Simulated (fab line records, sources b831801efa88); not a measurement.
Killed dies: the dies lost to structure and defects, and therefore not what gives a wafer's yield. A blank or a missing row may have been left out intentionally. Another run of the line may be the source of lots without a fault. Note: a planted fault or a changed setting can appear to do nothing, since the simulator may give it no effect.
Problem report, 8D (eight disciplines) form, completed by code / flow gf180mcu / the parts of the form that need people (team, actions taken, sign-off) are left out

## 1. WHAT WENT WRONG
Mean of tubeCenterTempC at GF_DUAL_GATE_OXIDATION_02: 896.93 C across 6 wafers in 2 lots; on wafers with no fault it is 900.01 C (standard deviation 0.081). Relative to the usual mean, that is a shift of -38 standard deviations.
The step: stabilise 600 s, purge 300 s, target thk 10.887 nm.
Seen first at day 8 18:38 on furnace-01, wafer L158.1. The record has a number at this step for 42 wafers belonging to 14 lots. Rule for "out" (also "out of limits"): further than 4 standard deviations from the usual mean. All remaining wafers that have a number are taken as sound.

## 2. WHAT IT IS AND WHAT IT IS NOT
question=which readings at this step | is=tubeCenterTempC, tube_center_temp_C_max | is not=zonePowerCentrePct, zonePowerLowerPct
question=which lots | is=L158, L160 | is not=L155, L156, L157, L167, L169, L170, L171, L172, L173, L175, L176, L177
question=which wafers of those lots | is=all that have a number | is not=-
question=read on which tools | is=furnace-01 | is not=furnace-02
question=when | is=from day 8 18:38 | is not=up to then (9 sound wafers); but 27 sound wafers of L167, L169, L170, L171, L172, L173, L175, L176, L177 came after

## 3. WHAT RULES OUT EACH SUSPECT
Counting: any tool at a process step up to the reading is kept as a suspect provided that every lot that is out went through it and no sound lot did after the first of them.
- furnace-01 at GF_DUAL_GATE_OXIDATION_02 (stabilise 600 s, purge 300 s, target thk 10.887 nm): ruled out as a lasting fault. The sound lots L170, L171, L172, L175, L176, L177 went through it after L158, its earliest lot that is out (day 8 18:38).
Left after counting: nothing in the record.

## 4. THE CAUSE (what the simulator had put in)
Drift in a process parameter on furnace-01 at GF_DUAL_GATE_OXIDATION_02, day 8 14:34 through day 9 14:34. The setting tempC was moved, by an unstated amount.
Counting ruled it out, wrongly.

## 5. THE CHAIN OF EFFECTS, in route order
Rows list readings where the struck wafers' mean (over those with a number) sits beyond 3 standard deviations from the usual. Only readings whose record carries a usual standard deviation are examined. hours: median over the lots of the time between each lot's start at the first step of this table that gives one and its start at this step. sigmas: the change, counted in usual standard deviations.
hours=0; step=GF_DUAL_GATE_OXIDATION_02; reading=spikeTcCentreC; usual=901.1 C; on struck wafers=897.7; change=-3.4; sigmas=-3.4
hours=0; step=GF_DUAL_GATE_OXIDATION_02; reading=spikeTcLowerC; usual=901.3 C; on struck wafers=897.9; change=-3.4; sigmas=-4.0
hours=0; step=GF_DUAL_GATE_OXIDATION_02; reading=spikeTcUpperC; usual=899.0 C; on struck wafers=895.8; change=-3.2; sigmas=-3.2
hours=0; step=GF_DUAL_GATE_OXIDATION_02; reading=tubeCenterTempC; usual=900.01 C; on struck wafers=896.93; change=-3.08; sigmas=-38
hours=0; step=GF_DUAL_GATE_OXIDATION_02; reading=tube_center_temp_C_max; usual=902.3; on struck wafers=898.9; change=-3.4; sigmas=-9.9
It contains these process steps:
- GF_DUAL_GATE_OXIDATION_02: stabilise 600 s, purge 300 s, target thk 10.887 nm.
At these later measuring or inspecting steps, every struck wafer for which the step has a row has a number for every such reading, and none has moved that far: GF_DUAL_GATE_OVL_MEAS_11, GF_POLY_GATE_OVL_MEAS_11.

## 6. WHAT WOULD HAVE CAUGHT IT SOONER
4 hours passed between the start of the fault at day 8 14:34 and the first reading out of limits in this record, taken at day 8 18:38.
